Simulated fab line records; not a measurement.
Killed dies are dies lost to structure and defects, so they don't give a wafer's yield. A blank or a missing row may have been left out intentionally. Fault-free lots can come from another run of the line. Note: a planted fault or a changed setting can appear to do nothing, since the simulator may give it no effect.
Comparing a struck lot with a sound one ; flow sky130 ; 15 steps out of a route of 708
Sound: these wafers, L688.1, L688.3, L688.5. Struck: wafers L690.3, L690.5, L690.6. The cause is given at the end.
At each step with rows: each side's tool, then ch and its chambers, then its first start. Under that, the readings that differ: sound wafers ; struck wafers ; difference of the means ; sigmas: that difference in standard deviations of wafers without a fault.
alike: readings whose means differ by less than 2 such deviations, and words and numbers that are the same on both sides. not compared: withheld readings, readings that some wafer has no value for, bounds like >300 that may hide the same value, and numbers for which the record gives no deviation and whose values overlap.
A row with sigmas, a row that says differs or no value, or rows on one side alone: a step with any of these is where the two part. When numbers do not overlap yet have no deviation, they are printed without sigmas and do not part them. A reading that every wafer of one side lacks parts them only if that side has two wafers or more.

SKY_METAL2_SPUTTER_02: material AlCu, target thk 250 nm, time 13.3 s.
  sound on pvd sputter-04 at day 34 00:59; struck on pvd sputter-01 at day 35 12:28
  alike: cathode dc power W, throttle valve pct
SKY_METAL2_SPUTTER_03: material Ti, target thk 5 nm, time 3.3 s.
  sound on pvd sputter-04 at day 34 01:00; struck on pvd sputter-01 at day 35 12:29
  alike: cathode dc power W, throttle valve pct
SKY_METAL2_SPUTTER_04: material TiN, target thk 70 nm, time 58.3 s.
  sound on pvd sputter-04 at day 34 01:01; struck on pvd sputter-01 at day 35 12:30
  alike: cathode dc power W, throttle valve pct
SKY_METAL2_RS_MEAS_05: a four-point-probe measurement.
  sound on film metro-03 at day 34 01:04; struck on film metro-03 at day 35 12:35
  alike: METAL2_ALCU_RS
SKY_METAL2_THK_MEAS_06: measures by xrf.
  sound on film metro-03 at day 34 01:11; struck on film metro-03 at day 35 12:41
  alike: METAL2_ALCU_THK
then, 7 steps without rows for these wafers: SKY_METAL2_DEHYDRATE_07 (time 57.59 s); SKY_METAL2_HMDS_08 (prime time 60 s); SKY_METAL2_COAT_09 (resist thk 60 nm); SKY_METAL2_COAT_10 (resist thk 450 nm); SKY_METAL2_SOFTBAKE_11 (time 90 s); SKY_METAL2_EXPOSE_12 (exposes mask MM2, target cd 140 nm); SKY_METAL2_PEB_13.
SKY_METAL2_DEVELOP_14: develop time 60 s.
  sound on litho track-03 ch 0, day 35 03:00; struck on litho track-02 ch 0, day 36 15:00
reading;sound;struck;difference;sigmas
developer temp C (C);21.06 21.08 21.04;21.87 22.00 21.84;+0.84;+8
SKY_METAL2_CD_MEAS_15: target cd 140 nm.
  sound on cd sem-02 at day 35 03:49; struck on cd sem-02 at day 36 15:11
  alike: cd nm
SKY_PAD_OPEN_PROBE_99:
  sound wafers here have rows in the record (prober-02, day 45 18:28); struck ones have none

WHERE THEY PART
Earliest at SKY_METAL2_DEVELOP_14; latest, in this record, at SKY_PAD_OPEN_PROBE_99.

WHY: what the simulator had put in
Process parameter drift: litho track-02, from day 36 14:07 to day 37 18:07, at SKY_METAL2_DEVELOP_14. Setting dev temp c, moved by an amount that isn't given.
